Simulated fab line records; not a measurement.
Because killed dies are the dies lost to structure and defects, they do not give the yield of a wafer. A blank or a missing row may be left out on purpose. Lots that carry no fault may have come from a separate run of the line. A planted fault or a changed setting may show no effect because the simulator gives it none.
Check of tool commonality / flow gf180mcu / Sampled: 14 lots, 42 wafers

REASON IT WAS OPENED
Of 14 lots, 2 have the reading SALICIDE_TIN_RS flagged at GF_SALICIDE_RS_MEAS_04. Fault-free wafers read 16.4 ohm/sq, with a standard deviation of 0.41.
Rule: a lot is flagged in two cases, either no wafer of it has a number, or all its wafers with numbers fall more than 4 standard deviations from that mean. The other lots count as sound.

lot=L624; measured=day 15 17:16; on=filmMetro-01; SALICIDE_TIN_RS (ohm/sq), wafer by wafer=16.1 16.4 15.9; flag=
lot=L626; measured=day 15 23:16; on=filmMetro-02; SALICIDE_TIN_RS (ohm/sq), wafer by wafer=16.0 15.8 16.1; flag=
lot=L627; measured=day 16 16:13; on=filmMetro-01; SALICIDE_TIN_RS (ohm/sq), wafer by wafer=16.5 16.7 16.0; flag=
lot=L628; measured=day 16 20:57; on=filmMetro-02; SALICIDE_TIN_RS (ohm/sq), wafer by wafer=16.6 16.2 16.8; flag=
lot=L629; measured=day 17 01:44; on=filmMetro-04; SALICIDE_TIN_RS (ohm/sq), wafer by wafer=20.0 19.9 19.1; flag=FLAGGED
lot=L630; measured=day 17 20:50; on=filmMetro-02; SALICIDE_TIN_RS (ohm/sq), wafer by wafer=16.7 16.2 16.3; flag=
lot=L631; measured=day 18 01:52; on=filmMetro-01; SALICIDE_TIN_RS (ohm/sq), wafer by wafer=20.4 19.4 19.8; flag=FLAGGED
lot=L638; measured=day 20 15:19; on=filmMetro-01; SALICIDE_TIN_RS (ohm/sq), wafer by wafer=16.4 16.8 16.8; flag=
lot=L639; measured=day 20 22:32; on=filmMetro-02; SALICIDE_TIN_RS (ohm/sq), wafer by wafer=16.6 16.9 16.2; flag=
lot=L640; measured=day 21 03:34; on=filmMetro-02; SALICIDE_TIN_RS (ohm/sq), wafer by wafer=16.1 15.9 16.2; flag=
lot=L641; measured=day 21 11:58; on=filmMetro-02; SALICIDE_TIN_RS (ohm/sq), wafer by wafer=16.2 16.1 16.7; flag=
lot=L644; measured=day 22 10:47; on=filmMetro-01; SALICIDE_TIN_RS (ohm/sq), wafer by wafer=16.8 16.0 16.5; flag=
lot=L645; measured=day 23 03:26; on=filmMetro-02; SALICIDE_TIN_RS (ohm/sq), wafer by wafer=16.7 16.2 16.2; flag=
lot=L646; measured=day 23 07:14; on=filmMetro-04; SALICIDE_TIN_RS (ohm/sq), wafer by wafer=15.8 16.3 16.3; flag=
Average over the flagged lots: 19.8 ohm/sq; offset from the usual +3.4 ohm/sq, equal to +8 standard deviations.

WHICH TOOL EACH LOT WENT THROUGH
The record keeps 1 process step preceding the reading, out of 602 steps on the route. Each cell gives the tool, then ch followed by the chambers the sampled wafers passed through, then the start.
lot=L624; flag=; GF_SALICIDE_SPUTTER_02=pvdSputter-01, day 15 17:11
lot=L626; flag=; GF_SALICIDE_SPUTTER_02=pvdSputter-01, day 15 23:11
lot=L627; flag=; GF_SALICIDE_SPUTTER_02=pvdSputter-01, day 16 16:10
lot=L628; flag=; GF_SALICIDE_SPUTTER_02=pvdSputter-04, day 16 20:53
lot=L629; flag=FLAGGED; GF_SALICIDE_SPUTTER_02=pvdSputter-01, day 17 01:39
lot=L630; flag=; GF_SALICIDE_SPUTTER_02=pvdSputter-04, day 17 20:47
lot=L631; flag=FLAGGED; GF_SALICIDE_SPUTTER_02=pvdSputter-01, day 18 01:49
lot=L638; flag=; GF_SALICIDE_SPUTTER_02=pvdSputter-02, day 20 15:16
lot=L639; flag=; GF_SALICIDE_SPUTTER_02=pvdSputter-01, day 20 22:29
lot=L640; flag=; GF_SALICIDE_SPUTTER_02=pvdSputter-01, day 21 03:31
lot=L641; flag=; GF_SALICIDE_SPUTTER_02=pvdSputter-04, day 21 11:50
lot=L644; flag=; GF_SALICIDE_SPUTTER_02=pvdSputter-01, day 22 10:39
lot=L645; flag=; GF_SALICIDE_SPUTTER_02=pvdSputter-04, day 23 03:22
lot=L646; flag=; GF_SALICIDE_SPUTTER_02=pvdSputter-01, day 23 07:11
What the steps here do:
- GF_SALICIDE_SPUTTER_02: material Co, target thk 10 nm, time 20 s.
- GF_SALICIDE_RS_MEAS_04: measures by four-point-probe.

FLAGGED AGAINST TOTAL, ONE TOOL AT A TIME (gauges that did the reading follow at the end)
step=GF_SALICIDE_SPUTTER_02; tool=pvdSputter-01; lots run=9; flagged=2; share of the flagged lots=all; sound lots run after its first flagged lot=4 (L639,L640,L644,L646)
step=GF_SALICIDE_SPUTTER_02; tool=pvdSputter-02; lots run=1; flagged=0; share of the flagged lots=none; sound lots run after its first flagged lot=-
step=GF_SALICIDE_SPUTTER_02; tool=pvdSputter-04; lots run=4; flagged=0; share of the flagged lots=none; sound lots run after its first flagged lot=-
step=GF_SALICIDE_RS_MEAS_04; tool=filmMetro-01; lots run=5; flagged=1; share of the flagged lots=some; sound lots run after its first flagged lot=2 (L638,L644)
step=GF_SALICIDE_RS_MEAS_04; tool=filmMetro-02; lots run=7; flagged=0; share of the flagged lots=none; sound lots run after its first flagged lot=-
step=GF_SALICIDE_RS_MEAS_04; tool=filmMetro-04; lots run=2; flagged=1; share of the flagged lots=some; sound lots run after its first flagged lot=1 (L646)

WHAT IS ALLOWED BY THE TABLE
Rows of the table that ran each flagged lot: 1, that is pvdSputter-01 at GF_SALICIDE_SPUTTER_02.
- pvdSputter-01 at GF_SALICIDE_SPUTTER_02: 2 of its 9 lots flagged. Lots that were sound ran on it after the first flagged one (L639, L640, L644, L646); a persistent fault on the entire tool would not allow that.
No row of the table ran every flagged lot and no sound lot after the first.

WHAT THE SIMULATOR HAD PUT IN
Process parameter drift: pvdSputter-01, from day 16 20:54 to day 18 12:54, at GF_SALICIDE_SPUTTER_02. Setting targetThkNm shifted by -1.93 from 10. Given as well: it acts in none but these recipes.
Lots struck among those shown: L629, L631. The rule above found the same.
